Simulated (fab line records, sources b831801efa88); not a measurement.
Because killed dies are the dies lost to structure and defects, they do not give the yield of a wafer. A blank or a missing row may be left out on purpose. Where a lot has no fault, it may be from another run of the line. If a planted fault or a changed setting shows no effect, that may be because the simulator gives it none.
The tool behind it: which one?	flow sky130	11 lots with 33 wafers sampled at 4 steps, on a route of 708 steps

== WHAT THE GAUGES SHOWED, per wafer ==
SKY_SD_N_TW_MEAS_12.
lot	measured	on	SD_N_TW
L589	day 28 17:19	filmMetro-02	3980 3995 4008
L590	day 28 20:32	filmMetro-04	3950 3981 3974
L591	day 29 01:41	filmMetro-01	4004 3998 3996
L594	day 30 16:51	filmMetro-02	3949 3972 3959
L596	day 31 11:16	filmMetro-01	3978 3968 3955
L597	day 31 15:20	filmMetro-01	3996 3990 3974
L598	day 32 07:14	filmMetro-04	3999 4011 4016
L599	day 32 08:53	filmMetro-02	3961 3947 3957
L605	day 33 18:22	filmMetro-02	3652 3644 3652
L607	day 34 03:42	filmMetro-02	3622 3645 3619
L609	day 34 15:29	filmMetro-02	3960 3931 3966

== WHICH TOOL RAN EACH LOT (tool, then ch and the chambers of the sampled wafers, then the start) ==
lot	SKY_POLY_CUT_ETCH_11	SKY_SD_N_IMPLANT_09	SKY_SD_N_STRIP_11
L589	rieDiel-03 ch 0,2,3, day 25 01:52	implanter-03 ch 0, day 28 16:55	plasmaAsher-03 ch 0,1, day 28 17:13
L590	rieDiel-03 ch 0,2,3, day 25 05:27	implanter-03 ch 0, day 28 20:08	plasmaAsher-03 ch 0,1, day 28 20:26
L591	rieDiel-03 ch 1,2, day 25 10:06	implanter-03 ch 0, day 29 01:19	plasmaAsher-01 ch 0,1, day 29 01:35
L594	rieDiel-04 ch 1,3, day 27 04:56	implanter-02 ch 0, day 30 16:28	plasmaAsher-02 ch 0,1, day 30 16:44
L596	rieDiel-04 ch 0,2,3, day 27 23:10	implanter-03 ch 0, day 31 10:52	plasmaAsher-01 ch 0,1, day 31 11:10
L597	rieDiel-02 ch 0,3, day 28 04:28	implanter-01 ch 0, day 31 14:58	plasmaAsher-03 ch 0,1, day 31 15:14
L598	rieDiel-03 ch 1,2, day 28 20:04	implanter-01 ch 0, day 32 06:52	plasmaAsher-03 ch 0,1, day 32 07:09
L599	rieDiel-04 ch 0,2,3, day 28 21:55	implanter-02 ch 0, day 32 08:29	plasmaAsher-03 ch 0,1, day 32 08:47
L605	rieDiel-04 ch 1,2,3, day 30 08:34	implanter-02 ch 0, day 33 17:58	plasmaAsher-02 ch 0,1, day 33 18:16
L607	rieDiel-03 ch 0,3, day 30 19:23	implanter-02 ch 0, day 34 03:19	plasmaAsher-03 ch 0, day 34 03:35
L609	rieDiel-03 ch 1,3, day 31 08:19	implanter-01 ch 0, day 34 15:05	plasmaAsher-01 ch 0,1, day 34 15:22
- SKY_POLY_CUT_ETCH_11: etches Si3N4 in CF4/CH2F2/Ar, stops on poly-Si, time 42.5 s, target depth 60 nm.
- SKY_SD_N_IMPLANT_09
- SKY_SD_N_STRIP_11: strips in O2/N2.

== THE ANSWER, worked out from the rows above alone ==
Rule: the lots themselves supply what counts as usual. The widest of any qualifying gaps counts: lots, ordered by their means at a reading, are off when they make up no more than a third of the lots, leave a main group of 4 or more, and stand apart from it by 3 or more times the standard deviation of that group's means. The tables above print the reading to a certain number of digits; a main group whose means all agree to those digits is not used. Also off: a lot with no number at a reading for which 4 or more lots have one. The other lots that the step has rows for count as sound.
Off: L605, L607, at SKY_SD_N_TW_MEAS_12 (SD_N_TW). The main group: mean 3977, standard deviation 20.
If a tool, at a process step before that reading, ran all the lots that are off and no sound lot after the first of them, it fits. The gauges at SKY_SD_N_TW_MEAS_12 are tried like those tools. One fits: implanter-02 at SKY_SD_N_IMPLANT_09. Its last sound lot is L599 (day 32 08:29), its first lot that is off L605 (day 33 17:58): a fault that began between those two fits.

== WHAT HAD BEEN PUT IN BY THE SIMULATOR ==
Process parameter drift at SKY_SD_N_IMPLANT_09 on implanter-02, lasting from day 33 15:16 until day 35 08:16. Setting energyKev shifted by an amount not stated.
Shown lots that were struck: L605, L607. The rule above found the same.
